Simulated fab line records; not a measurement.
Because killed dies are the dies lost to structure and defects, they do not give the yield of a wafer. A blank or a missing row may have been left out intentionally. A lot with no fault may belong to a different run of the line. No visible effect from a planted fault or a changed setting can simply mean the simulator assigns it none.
fab line records	flow gf180mcu
[record] lots = 24	wafers = 72	last-day = 34
route steps=602 shown VT_IMPLANT@122 V3@444 M4@459 M5@537 TOP_METAL@568
lots that met no fault: from a run of the same line without faults
start-h: the number of hours between the record's first day and the start of the first shown wafer of the lot	wait-h: how many hours have passed since the lot's step before this one	" same as the row above	L1.1+2: a row that stands for several wafers	- either no value or no given start	* or withheld: withheld	< > ~ a bound
route shown NAME@n: NAME is a module with steps in the file, n the number in the route of the first one	usual: the fault-free wafers' mean and standard deviation	same: alike in all rows	chamber/n: place in a boat	sites: each site's reading	_std_site: the values' standard deviation	_edge_site: inner sites' mean taken away from outer sites' mean	radius-mm: for every site, how far away it sits from the centre of the wafer	mask NAME#n: copy n	behind: the most recent tool/chamber to have shaped the wafer	hold: cause of the lot's hold/its duration in hours/its outcome	device: which transistor (n, p or np) failed to switch	end of line: tests of these same wafers at the route's end	step lacking rows: just its recipe	killed: not the wafer's yield, but the dies lost to structure and defects at the first sort	map: the dies of a wafer, with x for killed, . for not killed, _ for no die there
set.NAME: the setting that was run; set.NAME@STEP: the one run at that earlier step	model.NAME: the simulator's own value behind a step, which no gauge read
steps of the route over a sample of lots; a table a step, a row a wafer
services: when a tool's chamber went out of use (start-h, in hours from the record's first day, below 0 if earlier), for how many hours, and the reason
[[steps]]
[step GF_VT_IMPLANT_TW_MEAS_32]
[usual] VT_IMPLANT_3_TW = 268/3
lot.wafer	tool	chamber	start-h	wait-h	VT_IMPLANT_3_TW
L074.1	film-metro-04	-	141.72	0.1	273
L074.3	"	-	"	"	274
L074.5	"	-	"	"	272
L075.2	film-metro-01	-	147.48	0.1	266
L075.3	"	-	"	"	268
L075.5	"	-	"	"	267
L076.1	film-metro-01	-	151.96	0.1	267
L076.3	"	-	"	"	267
L076.6	"	-	"	"	267
L077.4	film-metro-01	-	154.45	0.1	266
L077.5	"	-	"	"	266
L077.6	"	-	"	"	267
L078.1	film-metro-04	-	168.76	0.1	275
L078.2	"	-	"	"	273
L078.6	"	-	"	"	274
L079.4	film-metro-01	-	172.89	0.1	263
L079.5	"	-	"	"	265
L079.6	"	-	"	"	264
L080.4	film-metro-04	-	185.15	0.1	276
L080.5	"	-	"	"	273
L080.6	"	-	"	"	273
L081.1	film-metro-02	-	191.26	0.1	266
L081.3	"	-	"	"	266
L081.5	"	-	"	"	266
L082.3	film-metro-01	-	199.58	0.1	265
L082.5	"	-	"	"	265
L082.6	"	-	"	"	265
L083.3	film-metro-02	-	203.69	0.1	267
L083.4	"	-	"	"	268
L083.5	"	-	"	"	267
L084.1	film-metro-02	-	215.97	0.1	268
L084.5	"	-	"	"	266
L084.6	"	-	"	"	266
L085.1	film-metro-01	-	217.66	0.1	266
L085.2	"	-	"	"	266
L085.4	"	-	"	"	266
L086.1	film-metro-01	-	224.96	0.1	266
L086.2	"	-	"	"	268
L086.5	"	-	"	"	267
L087.2	film-metro-02	-	226.67	0.1	265
L087.4	"	-	"	"	265
L087.6	"	-	"	"	266
L088.1	film-metro-04	-	236.41	0.1	274
L088.5	"	-	"	"	274
L088.6	"	-	"	"	275
L089.2	film-metro-02	-	247.63	0.1	269
L089.4	"	-	"	"	269
L089.6	"	-	"	"	268
L091.4	film-metro-01	-	257.59	0.1	267
L091.5	"	-	"	"	265
L091.6	"	-	"	"	267
L090.1	film-metro-04	-	257.86	0.1	274
L090.4	"	-	"	"	273
L090.5	"	-	"	"	272
L092.3	film-metro-01	-	260.83	0.1	268
L092.4	"	-	"	"	268
L092.6	"	-	"	"	267
L093.1	film-metro-02	-	268.82	0.1	267
L093.4	"	-	"	"	268
L093.6	"	-	"	"	267
L094.1	film-metro-02	-	269.42	0.1	267
L094.4	"	-	"	"	267
L094.5	"	-	"	"	267
L095.2	film-metro-01	-	282.62	0.1	266
L095.4	"	-	"	"	267
L095.5	"	-	"	"	266
L096.3	film-metro-02	-	288.93	0.1	266
L096.4	"	-	"	"	268
L096.5	"	-	"	"	270
L097.1	film-metro-01	-	290.67	0.1	265
L097.2	"	-	"	"	266
L097.5	"	-	"	"	265
[step GF_V3_OVL_MEAS_15]
[usual] V3_OVL = -2/4.8
lot.wafer	tool	chamber	start-h	wait-h	V3_OVL[nm]
L074.1	overlay-02	-	521.84	0.1	-7
L074.3	"	-	"	"	-9
L074.5	"	-	"	"	-8
L075.2	overlay-02	-	525.56	0.1	0
L075.3	"	-	"	"	-4
L075.5	"	-	"	"	4
L076.1	overlay-02	-	527.70	0.1	-4
L076.3	"	-	"	"	-7
L076.6	"	-	"	"	-4
L077.4	overlay-01	-	534.56	0.1	3
L077.5	"	-	"	"	-2
L077.6	"	-	"	"	9
L078.1	overlay-02	-	549.55	0.1	-2
L078.2	"	-	"	"	-2
L078.6	"	-	"	"	3
L079.4	overlay-02	-	555.32	0.1	6
L079.5	"	-	"	"	-7
L079.6	"	-	"	"	-6
L080.4	overlay-02	-	571.98	0.1	-5
L080.5	"	-	"	"	1
L080.6	"	-	"	"	-3
L081.1	overlay-01	-	580.50	0.1	-10
L081.3	"	-	"	"	-1
L081.5	"	-	"	"	-1
L082.3	overlay-01	-	588.39	0.1	-3
L082.5	"	-	"	"	2
L082.6	"	-	"	"	-4
L083.3	overlay-02	-	591.26	0.1	0
L083.4	"	-	"	"	1
L083.5	"	-	"	"	-1
L084.1	overlay-02	-	607.45	0.1	-7
L084.5	"	-	"	"	1
L084.6	"	-	"	"	9
L085.1	overlay-02	-	612.29	0.1	2
L085.2	"	-	"	"	-3
L085.4	"	-	"	"	-2
L086.1	overlay-01	-	616.04	0.1	-5
L086.2	"	-	"	"	-15
L086.5	"	-	"	"	-12
L087.2	overlay-02	-	620.10	0.1	4
L087.4	"	-	"	"	-4
L087.6	"	-	"	"	-2
L088.1	overlay-02	-	632.83	0.1	-4
L088.5	"	-	"	"	-11
L088.6	"	-	"	"	-2
L089.2	overlay-02	-	641.50	0.1	5
L089.4	"	-	"	"	5
L089.6	"	-	"	"	2
L091.4	overlay-02	-	653.47	0.1	5
L091.5	"	-	"	"	-1
L091.6	"	-	"	"	-1
L090.1	overlay-01	-	655.88	0.1	-3
L090.4	"	-	"	"	-7
L090.5	"	-	"	"	-1
L092.3	overlay-01	-	656.77	0.1	-2
L092.4	"	-	"	"	-5
L092.6	"	-	"	"	-2
L093.1	overlay-02	-	666.50	0.1	-2
L093.4	"	-	"	"	7
L093.6	"	-	"	"	-5
L094.1	overlay-02	-	667.45	0.1	-7
L094.4	"	-	"	"	-9
L094.5	"	-	"	"	2
L095.2	overlay-01	-	678.90	0.1	-3
L095.4	"	-	"	"	-3
L095.5	"	-	"	"	-1
L096.3	overlay-01	-	684.76	0.1	-8
L096.4	"	-	"	"	-7
L096.5	"	-	"	"	-6
L097.1	overlay-01	-	685.24	0.1	-1
L097.2	"	-	"	"	-3
L097.5	"	-	"	"	9
[step GF_V3_THK_MEAS_25]
[recipe] thk-meas-gauge = xrf	reads = W_of_V3_CVD_23
[usual] V3_W_THK = 361/8.3
lot.wafer	tool	chamber	start-h	wait-h	V3_W_THK[nm]
L074.1	film-metro-04	-	522.87	0.1	361
L074.3	"	-	"	"	365
L074.5	"	-	"	"	356
L075.2	film-metro-04	-	526.59	0.1	365
L075.3	"	-	"	"	356
L075.5	"	-	"	"	367
L076.1	film-metro-03	-	528.82	0.1	377
L076.3	"	-	"	"	372
L076.6	"	-	"	"	375
L077.4	film-metro-03	-	535.64	0.1	374
L077.5	"	-	"	"	375
L077.6	"	-	"	"	364
L078.1	film-metro-04	-	550.61	0.1	353
L078.2	"	-	"	"	361
L078.6	"	-	"	"	353
L079.4	film-metro-04	-	556.37	0.1	355
L079.5	"	-	"	"	365
L079.6	"	-	"	"	357
L080.4	film-metro-04	-	573.03	0.1	353
L080.5	"	-	"	"	360
L080.6	"	-	"	"	349
L081.1	film-metro-03	-	581.53	0.1	355
L081.3	"	-	"	"	352
L081.5	"	-	"	"	365
L082.3	film-metro-04	-	589.43	0.1	352
L082.5	"	-	"	"	362
L082.6	"	-	"	"	349
L083.3	film-metro-03	-	592.30	0.1	366
L083.4	"	-	"	"	350
L083.5	"	-	"	"	345
L084.1	film-metro-03	-	608.82	0.1	359
L084.5	"	-	"	"	358
L084.6	"	-	"	"	373
L085.1	film-metro-03	-	613.43	0.1	359
L085.2	"	-	"	"	360
L085.4	"	-	"	"	358
L086.1	film-metro-04	-	617.10	0.1	371
L086.2	"	-	"	"	344
L086.5	"	-	"	"	351
L087.2	film-metro-04	-	621.17	0.1	350
L087.4	"	-	"	"	350
L087.6	"	-	"	"	349
L088.1	film-metro-03	-	633.87	0.1	376
L088.5	"	-	"	"	381
L088.6	"	-	"	"	362
L089.2	film-metro-04	-	642.54	0.1	361
L089.4	"	-	"	"	372
L089.6	"	-	"	"	350
L091.4	film-metro-03	-	654.51	0.1	369
L091.5	"	-	"	"	365
L091.6	"	-	"	"	356
L090.1	film-metro-04	-	656.91	0.1	362
L090.4	"	-	"	"	360
L090.5	"	-	"	"	363
L092.3	film-metro-04	-	657.81	0.1	366
L092.4	"	-	"	"	348
L092.6	"	-	"	"	362
L093.1	film-metro-04	-	667.53	0.1	345
L093.4	"	-	"	"	359
L093.6	"	-	"	"	347
L094.1	film-metro-03	-	668.57	0.1	375
L094.4	"	-	"	"	370
L094.5	"	-	"	"	367
L095.2	film-metro-03	-	679.93	0.1	376
L095.4	"	-	"	"	371
L095.5	"	-	"	"	371
L096.3	film-metro-03	-	686.14	0.1	374
L096.4	"	-	"	"	354
L096.5	"	-	"	"	356
L097.1	film-metro-03	-	686.36	0.1	365
L097.2	"	-	"	"	356
L097.5	"	-	"	"	366
[step GF_M4_SPUTTER_03]
[recipe] material = Ti	target-thk-nm = 10	substrate-temp-c = 300	chamber-pressure-pa = 0.3	power-w = 3000	time-s = 6.7
[usual] substrate-temp-c = 300.03/0.21	throttle-valve-pct = 30.4/1.1
lot.wafer	tool	chamber	start-h	wait-h	substrate-temp-c	throttle-valve-pct
L074.1	pvd-sputter-03	-	523.39	0.0	299.76	28.8
L074.3	"	-	"	"	300.14	31.3
L074.5	"	-	"	"	299.65	30.3
L075.2	pvd-sputter-01	-	527.10	0.0	300.03	28.7
L075.3	"	-	"	"	299.97	31.8
L075.5	"	-	"	"	299.86	29.1
L076.1	pvd-sputter-03	-	529.34	0.0	299.86	31.3
L076.3	"	-	"	"	300.03	28.5
L076.6	"	-	"	"	299.87	31.6
L077.4	pvd-sputter-03	-	536.13	0.0	299.83	30.6
L077.5	"	-	"	"	299.84	30.5
L077.6	"	-	"	"	300.37	28.6
L078.1	pvd-sputter-01	-	551.16	0.0	299.49	28.8
L078.2	"	-	"	"	300.20	31.2
L078.6	"	-	"	"	299.88	30.9
L079.4	pvd-sputter-03	-	556.86	0.0	300.06	31.4
L079.5	"	-	"	"	300.07	30.4
L079.6	"	-	"	"	300.22	28.8
L080.4	pvd-sputter-01	-	573.52	0.0	300.01	31.1
L080.5	"	-	"	"	300.09	31.8
L080.6	"	-	"	"	300.28	30.7
L081.1	pvd-sputter-01	-	582.05	0.0	300.04	31.2
L081.3	"	-	"	"	300.13	31.8
L081.5	"	-	"	"	300.09	30.6
L082.3	pvd-sputter-01	-	589.93	0.0	299.93	31.2
L082.5	"	-	"	"	299.99	31.9
L082.6	"	-	"	"	300.19	29.0
L083.3	pvd-sputter-03	-	592.80	0.0	299.97	31.4
L083.4	"	-	"	"	300.11	30.7
L083.5	"	-	"	"	300.11	28.7
L084.1	pvd-sputter-02	-	609.34	0.0	299.99	30.6
L084.5	"	-	"	"	299.83	29.0
L084.6	"	-	"	"	299.84	30.4
L085.1	pvd-sputter-01	-	613.96	0.0	300.07	28.8
L085.2	"	-	"	"	299.95	30.7
L085.4	"	-	"	"	300.04	30.6
L086.1	pvd-sputter-03	-	617.62	0.0	300.10	30.5
L086.2	"	-	"	"	299.94	31.5
L086.5	"	-	"	"	300.13	31.4
L087.2	pvd-sputter-03	-	621.68	0.0	299.92	28.7
L087.4	"	-	"	"	299.91	31.3
L087.6	"	-	"	"	299.61	30.2
L088.1	pvd-sputter-01	-	634.39	0.0	299.94	32.0
L088.5	"	-	"	"	300.21	31.1
L088.6	"	-	"	"	300.41	31.1
L089.2	pvd-sputter-02	-	643.05	0.0	300.11	28.5
L089.4	"	-	"	"	299.83	28.9
L089.6	"	-	"	"	300.08	30.6
L091.4	pvd-sputter-02	-	655.00	0.0	299.82	31.2
L091.5	"	-	"	"	299.94	31.3
L091.6	"	-	"	"	300.03	28.6
L090.1	pvd-sputter-02	-	657.43	0.0	299.90	29.0
L090.4	"	-	"	"	300.01	31.1
L090.5	"	-	"	"	299.82	29.2
L092.3	pvd-sputter-01	-	658.31	0.0	300.04	31.7
L092.4	"	-	"	"	299.89	29.1
L092.6	"	-	"	"	300.37	32.1
L093.1	pvd-sputter-03	-	668.05	0.0	299.84	31.5
L093.4	"	-	"	"	299.94	30.2
L093.6	"	-	"	"	300.16	30.7
L094.1	pvd-sputter-03	-	669.09	0.0	300.18	30.6
L094.4	"	-	"	"	300.32	28.6
L094.5	"	-	"	"	299.55	31.2
L095.2	pvd-sputter-03	-	680.47	0.0	300.09	30.9
L095.4	"	-	"	"	299.97	31.4
L095.5	"	-	"	"	299.95	30.7
L096.3	pvd-sputter-01	-	686.64	0.0	300.25	31.1
L096.4	"	-	"	"	299.86	32.1
L096.5	"	-	"	"	300.08	28.9
L097.1	pvd-sputter-02	-	686.90	0.0	300.24	28.8
L097.2	"	-	"	"	300.07	31.1
L097.5	"	-	"	"	299.91	30.8
[step GF_M5_STRIP_11]
[recipe] chemistry = O2/N2	power-w = 1400	pressure-mtorr = 1500	platen-temp-c = 250	o2-flow-sccm = 3000	n2-flow-sccm = 300	overash-fraction = 0.5
[usual] drypump-motor-current-A = 6.07/0.22	heater-power-w = 333/17	n2-flow-sccm = 300.0/0.83	oes-product-au = 0.524/0.0052	strip-time-to-endpoint-s = 7.05/0.056
lot.wafer	tool	chamber	start-h	wait-h	drypump-motor-current-A	heater-power-w	n2-flow-sccm	oes-product-au	rf-hours-counter-h	strip-time-to-endpoint-s
L074.1	plasma-asher-01	1	612.14	0.1	6.38	318	300.6	0.526	91	7.04
L074.3	"	0	"	"	5.79	325	298.6	0.525	-	7.01
L074.5	"	1	"	"	6.40	318	299.9	0.525	-	7.07
L075.2	plasma-asher-02	0	617.87	0.1	6.05	344	299.9	0.521	19	7.14
L075.3	"	1	"	"	6.12	335	301.3	0.523	-	7.10
L075.5	"	0	"	"	6.03	337	300.4	0.532	-	7.14
L076.1	plasma-asher-03	0	618.22	0.1	6.24	312	300.7	0.522	56	7.00
L076.3	"	1	"	"	5.68	366	299.5	0.519	-	6.99
L076.6	"	0	"	"	6.23	307	300.1	0.521	-	7.03
L077.4	plasma-asher-01	1	626.15	0.1	6.38	314	298.9	0.514	-	6.94
L077.5	"	1	"	"	6.41	315	300.5	0.523	-	6.98
L077.6	"	0	"	"	5.78	350	299.6	0.530	-	7.06
L078.1	plasma-asher-01	0	639.53	0.1	5.77	327	300.2	0.525	94	7.03
L078.2	"	1	"	"	6.38	320	300.4	0.515	94	7.07
L078.6	"	1	"	"	6.41	318	300.8	0.525	-	7.10
L079.4	plasma-asher-01	1	644.12	0.1	6.39	322	300.0	0.517	-	6.98
L079.5	"	0	"	"	5.75	331	300.5	0.518	-	6.96
L079.6	"	1	"	"	6.38	318	300.7	0.524	-	6.99
L080.4	plasma-asher-03	1	658.85	0.1	5.71	374	299.7	0.520	-	7.08
L080.5	"	1	"	"	5.72	376	299.0	0.528	-	7.03
L080.6	"	0	"	"	6.23	313	300.7	0.528	-	7.12
L081.1	plasma-asher-01	1	665.91	0.2	6.37	325	299.5	0.521	98	7.10
L081.3	"	0	"	"	5.79	324	301.2	0.527	-	7.09
L081.5	"	1	"	"	6.38	322	300.6	0.522	-	7.07
L082.3	plasma-asher-02	0	674.18	0.2	6.03	336	300.1	0.531	-	7.11
L082.5	"	1	"	"	6.17	330	298.9	0.526	-	7.11
L082.6	"	0	"	"	5.99	337	299.6	0.528	-	7.10
L083.3	plasma-asher-02	0	676.20	0.1	6.03	343	300.0	0.523	-	7.00
L083.4	"	1	"	"	6.14	329	298.7	0.522	-	7.02
L083.5	"	1	"	"	6.17	327	300.3	0.527	-	7.06
L084.1	plasma-asher-02	1	691.93	0.1	6.13	322	299.5	0.518	22	6.95
L084.5	"	1	"	"	6.17	331	299.0	0.515	-	6.97
L084.6	"	0	"	"	6.06	336	300.3	0.520	-	7.00
L085.1	plasma-asher-01	1	694.99	0.1	6.41	309	300.3	0.529	101	7.06
L085.2	"	0	"	"	5.79	342	300.6	0.525	101	7.11
L085.4	"	1	"	"	6.41	306	300.6	0.518	-	7.01
L086.1	plasma-asher-02	0	698.08	0.1	6.03	335	298.5	0.520	23	6.99
L086.2	"	1	"	"	6.13	335	299.2	0.510	23	7.03
L086.5	"	1	"	"	6.17	329	298.8	0.516	-	6.98
L087.2	plasma-asher-03	1	703.28	0.1	5.68	374	299.7	0.508	66	7.00
L087.4	"	0	"	"	6.22	305	299.4	0.520	-	7.01
L087.6	"	1	"	"	5.69	367	301.0	0.521	-	7.00
L088.1	plasma-asher-03	0	715.17	0.1	6.24	304	300.0	0.520	68	7.05
L088.5	"	0	"	"	6.22	307	300.5	0.526	-	7.11
L088.6	"	1	"	"	5.73	380	299.3	0.522	-	7.00
L089.2	plasma-asher-02	0	721.22	0.1	6.04	335	298.9	0.526	25	7.14
L089.4	"	1	"	"	6.13	337	300.5	0.526	-	7.14
L089.6	"	1	"	"	6.15	336	299.8	0.527	-	7.16
L091.4	plasma-asher-02	0	733.46	0.1	6.05	344	300.0	0.527	-	7.14
L091.5	"	0	"	"	6.05	343	300.6	0.523	-	7.10
L091.6	"	1	"	"	6.17	330	301.3	0.517	-	7.18
L090.1	plasma-asher-02	1	735.79	0.1	6.12	336	300.9	0.536	27	7.13
L090.4	"	1	"	"	6.10	332	300.7	0.521	-	7.05
L090.5	"	1	"	"	6.11	326	301.0	0.527	-	7.09
L092.3	plasma-asher-03	1	736.17	0.1	5.69	364	301.5	0.525	-	7.06
L092.4	"	0	"	"	6.25	301	298.3	0.525	-	7.05
L092.6	"	0	"	"	6.27	304	299.4	0.516	-	7.03
L093.1	plasma-asher-02	0	744.99	0.1	6.03	344	300.4	0.534	28	7.04
L093.4	"	1	"	"	6.11	338	300.9	0.524	-	7.06
L093.6	"	0	"	"	6.05	339	300.7	0.523	-	7.04
L094.1	plasma-asher-02	1	745.34	0.1	6.16	332	300.4	0.525	29	7.13
L094.4	"	1	"	"	6.18	332	300.0	0.523	-	6.98
L094.5	"	1	"	"	6.21	330	300.5	0.516	-	6.97
L095.2	plasma-asher-01	0	754.69	0.1	5.78	333	299.8	0.530	1	7.04
L095.4	"	0	"	"	5.76	335	299.7	0.524	-	7.05
L095.5	"	1	"	"	6.40	309	299.0	0.526	-	7.01
L096.3	plasma-asher-02	1	759.97	0.1	6.21	334	300.1	0.532	-	7.16
L096.4	"	0	"	"	6.05	337	299.5	0.517	-	6.98
L096.5	"	1	"	"	6.16	338	300.9	0.517	-	6.97
L097.1	plasma-asher-02	0	760.49	0.1	6.05	345	300.4	0.522	30	7.03
L097.2	"	1	"	"	6.19	332	300.3	0.528	30	7.07
L097.5	"	0	"	"	6.04	341	300.0	0.521	-	7.00
[step GF_TOP_METAL_SPUTTER_01]
[recipe] material = TiN	target-thk-nm = 30	power-w = 6500	time-s = 25	chamber-pressure-pa = 0.4
[usual] throttle-valve-pct = 30.3/1.1
lot.wafer	tool	chamber	start-h	wait-h	throttle-valve-pct
L074.1	pvd-sputter-03	-	634.99	0.1	28.9
L074.3	"	-	"	"	31.7
L074.5	"	-	"	"	30.9
L075.2	pvd-sputter-02	-	641.72	0.1	30.6
L075.3	"	-	"	"	29.1
L075.5	"	-	"	"	29.2
L076.1	pvd-sputter-03	-	641.90	0.1	28.9
L076.3	"	-	"	"	30.5
L076.6	"	-	"	"	31.5
L077.4	pvd-sputter-01	-	649.11	0.1	30.8
L077.5	"	-	"	"	31.2
L077.6	"	-	"	"	28.5
L078.1	pvd-sputter-03	-	661.60	0.1	31.3
L078.2	"	-	"	"	30.5
L078.6	"	-	"	"	31.3
L079.4	pvd-sputter-02	-	666.32	0.1	28.8
L079.5	"	-	"	"	29.1
L079.6	"	-	"	"	30.8
L080.4	pvd-sputter-02	-	680.85	0.1	30.7
L080.5	"	-	"	"	29.2
L080.6	"	-	"	"	30.9
L081.1	pvd-sputter-03	-	688.19	0.1	28.8
L081.3	"	-	"	"	30.9
L081.5	"	-	"	"	30.7
L082.3	pvd-sputter-01	-	695.73	0.1	31.5
L082.5	"	-	"	"	31.2
L082.6	"	-	"	"	28.9
L083.3	pvd-sputter-01	-	698.66	0.1	28.6
L083.4	"	-	"	"	31.7
L083.5	"	-	"	"	30.9
L084.1	pvd-sputter-01	-	713.09	0.1	30.8
L084.5	"	-	"	"	31.1
L084.6	"	-	"	"	29.1
L085.1	pvd-sputter-02	-	716.93	0.1	30.8
L085.2	"	-	"	"	29.0
L085.4	"	-	"	"	29.0
L086.1	pvd-sputter-01	-	718.66	0.1	30.6
L086.2	"	-	"	"	31.1
L086.5	"	-	"	"	29.1
L087.2	pvd-sputter-01	-	724.16	0.1	32.3
L087.4	"	-	"	"	30.7
L087.6	"	-	"	"	28.8
L088.1	pvd-sputter-02	-	735.47	0.1	30.7
L088.5	"	-	"	"	30.8
L088.6	"	-	"	"	28.7
L089.2	pvd-sputter-01	-	741.58	0.1	31.1
L089.4	"	-	"	"	29.0
L089.6	"	-	"	"	31.9
L091.4	pvd-sputter-03	-	754.39	0.1	30.4
L091.5	"	-	"	"	31.4
L091.6	"	-	"	"	30.8
L090.1	pvd-sputter-01	-	755.29	0.1	31.8
L090.4	"	-	"	"	31.3
L090.5	"	-	"	"	31.8
L092.3	pvd-sputter-02	-	755.39	0.1	30.6
L092.4	"	-	"	"	29.1
L092.6	"	-	"	"	28.8
L093.1	pvd-sputter-03	-	767.70	0.1	28.8
L093.4	"	-	"	"	30.8
L093.6	"	-	"	"	30.4
L094.1	pvd-sputter-03	-	768.04	0.1	30.0
L094.4	"	-	"	"	28.9
L094.5	"	-	"	"	28.8
L095.2	pvd-sputter-02	-	774.13	0.1	30.9
L095.4	"	-	"	"	29.1
L095.5	"	-	"	"	28.9
L096.3	pvd-sputter-03	-	778.04	0.1	30.9
L096.4	"	-	"	"	30.5
L096.5	"	-	"	"	28.8
L097.1	pvd-sputter-02	-	779.56	0.1	31.1
L097.2	"	-	"	"	29.0
L097.5	"	-	"	"	30.5
[[services]]
tool	chamber	start-h	hours	kind
plasma-asher-02	-	509.73	1.9	repair
plasma-asher-02	-	512.98	2.9	repair
pvd-sputter-03	-	544.75	7.7	repair
plasma-asher-02	-	550.72	3.0	repair
plasma-asher-01	-	582.29	2.9	repair
pvd-sputter-02	3	602.59	-	consumable-replace:kit
pvd-sputter-01	2	606.02	-	consumable-replace:kit
pvd-sputter-01	2	606.02	18.0	scheduled-down
pvd-sputter-01	2	606.02	18.0	vent-cycle
plasma-asher-02	-	620.57	14.6	pm
plasma-asher-03	-	624.30	0.3	repair
pvd-sputter-02	-	634.24	4.5	repair
plasma-asher-02	-	640.98	33.0	pm
pvd-sputter-01	-	641.79	1.9	repair
pvd-sputter-01	-	691.41	2.0	repair
pvd-sputter-03	-	710.06	2.3	repair
plasma-asher-01	-	717.48	14.4	repair
pvd-sputter-01	1	724.28	-	consumable-replace:kit
pvd-sputter-01	1	724.28	18.0	scheduled-down
pvd-sputter-01	1	724.28	18.0	vent-cycle
plasma-asher-01	-	724.93	4.2	repair
plasma-asher-01	-	727.32	9.3	repair
plasma-asher-03	-	729.88	0.7	repair
plasma-asher-01	-	736.66	9.0	pm
[[key]]
fault none
